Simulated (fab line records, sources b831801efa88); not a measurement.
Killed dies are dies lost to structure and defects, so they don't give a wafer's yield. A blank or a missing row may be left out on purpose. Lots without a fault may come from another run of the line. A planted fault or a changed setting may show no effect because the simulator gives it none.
One fault seen from 2 desks | flow sky130 | each desk has only its own numbers; what lay behind them comes last

THE METROLOGY DESK
What the gauges read, lot by lot, whatever tool the lot ran on: means of the sampled wafers that have a number. A lot is out of limits, marked OUT, if its mean lies more than 4 standard deviations from the usual mean; the brackets give that distance.
Columns: A = RES_XHIGH_TW at SKY_RES_XHIGH_TW_MEAS_09, usual 1635; B = SD_N_RS at SKY_SD_N_RS_MEAS_16, usual 68.56 ohm/sq; C = SD_P_RS at SKY_SD_N_RS_MEAS_17, usual 147.1 ohm/sq; D = LI_CONTACT_W_THK at SKY_LI_CONTACT_THK_MEAS_23, usual 405 nm
lot  | first seen here | A    | B               | C               | D
L548 | day 26 20:29    | 1647 | 68.46           | 147.2           | 396
L550 | day 27 13:12    | 1619 | 68.41           | 146.8           | 397
L551 | day 28 02:19    | 1660 | 68.74           | 147.3           | 396
L552 | day 28 12:56    | 1666 | 68.69           | 147.4           | 406
L554 | day 29 02:47    | 1658 | 68.79           | 147.3           | 401
L555 | day 29 12:53    | 1614 | 68.35           | 146.4           | 412
L559 | day 30 21:13    | 1614 | 72.34 (+25) OUT | 169.0 (+58) OUT | 415
L561 | day 31 12:04    | 1640 | 72.10 (+24) OUT | 167.9 (+55) OUT | 413
L568 | day 33 14:02    | 1650 | 68.77           | 147.6           | 392
L569 | day 34 01:53    | 1621 | 68.64           | 147.5           | 399
L570 | day 34 06:34    | 1632 | 68.60           | 147.1           | 406
This desk's finding: out of limits on L559, L561; first on L559, day 32 01:13 (SD_N_RS at SKY_SD_N_RS_MEAS_16). In limits: L548, L550, L551, L552, L554, L555, L568, L569, L570.

THE TOOL OWNER'S DESK: rtp_anneal-02
The tool's own readings at SKY_SD_N_RTA_14 (time 2 s): means of the sampled wafers that have a number, for each lot that ran on this tool. A lot is out of limits, marked OUT, if its mean lies more than 4 standard deviations from the usual mean; the brackets give that distance.
Columns: A = lamp_power_pct at SKY_SD_N_RTA_14, usual 15.74 %; B = ramp_down_c_per_s at SKY_SD_N_RTA_14, usual 89.999; C = wafer_temp_C_max at SKY_SD_N_RTA_14, usual 1078.1
lot  | first seen here | A               | B      | C
L551 | day 29 06:38    | 15.73           | 89.996 | 1077.9
L555 | day 30 18:08    | 15.75           | 90.003 | 1078.4
L559 | day 32 01:02    | 15.11 (-12) OUT | 89.992 | 1054.0 (-17) OUT
L561 | day 32 15:21    | 15.11 (-12) OUT | 89.995 | 1053.8 (-17) OUT
L569 | day 35 04:44    | 15.75           | 89.982 | 1077.9
This desk's finding: out of limits on L559, L561; first on L559, day 32 01:02 (lamp_power_pct at SKY_SD_N_RTA_14). In limits: L551, L555, L569.

PUT TOGETHER
The tool owner's desk could have raised an alarm at day 32 01:02, on L559, L561.
The metrology desk could have raised an alarm at day 32 01:13, on L559, L561.
Of the lots named, all ran SKY_SD_N_RTA_14 on rtp_anneal-02.

WHAT THE SIMULATOR HAD PUT IN
Process parameter drift: rtp_anneal-02, from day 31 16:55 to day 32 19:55, at SKY_SD_N_RTA_14. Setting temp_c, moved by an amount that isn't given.
Lots struck among those shown: L559, L561.
Hours from the fault's start to each desk's first reading out of limits: the tool owner's desk, 8; the metrology desk, 8.
